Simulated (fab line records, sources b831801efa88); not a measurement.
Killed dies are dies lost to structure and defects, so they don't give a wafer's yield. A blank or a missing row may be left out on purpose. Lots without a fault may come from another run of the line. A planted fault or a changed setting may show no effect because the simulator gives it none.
Chamber matching | flow gf180mcu | GF_POLY_GATE_ETCH_13 on rie_si-01: 4 sister chambers
The step etches poly-Si in HBr/Cl2, stops on SiO2, target depth 198.5 nm, time 69.6 s. 4 wafers are shown with their chamber, then 9 later ones without.

WAFERS WITH THEIR CHAMBER
wafer  | chamber | drypump_motor_current_A (A)
L476.4 | 1       | 5.94
L479.2 | 0       | 5.70
L481.5 | 2       | 5.99
L481.6 | 3       | 6.34

WAFERS WITHOUT THEIR CHAMBER
wafer  | drypump_motor_current_A (A)
L482.3 | 5.67
L482.4 | 5.66
L482.6 | 5.93
L484.1 | 5.67
L484.3 | 5.97
L484.5 | 5.92
L485.3 | 5.68
L485.4 | 6.01
L485.6 | 5.92

WHICH CHAMBER EACH WENT THROUGH
wafer  | from the rows above     | in truth
L482.3 | 0                       | 0
L482.4 | 0                       | 0
L482.6 | 1                       | 1
L484.1 | 0                       | 0
L484.3 | can't be placed: 2 or 1 | 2
L484.5 | 1                       | 1
L485.3 | 0                       | 0
L485.4 | 2                       | 2
L485.6 | 1                       | 1
Placed correctly: 8 of 9. Can't be placed from these rows: 1 (the true chamber is among the candidates in 1). Placed wrongly: 0.
How it was worked out, from the rows above alone: a wafer's distance from a chamber is the root of the sum, over the readings, of the square of ((its reading less the chamber's mean) divided by the reading's scatter). The wafer belongs to the nearest chamber; if the next one is less than 2 further off, it can't be placed. A chamber's mean is the mean of its shown wafers. The scatter: with one shown wafer a chamber, the root of the mean of the squares of how far each hidden wafer lies from its nearest shown one.
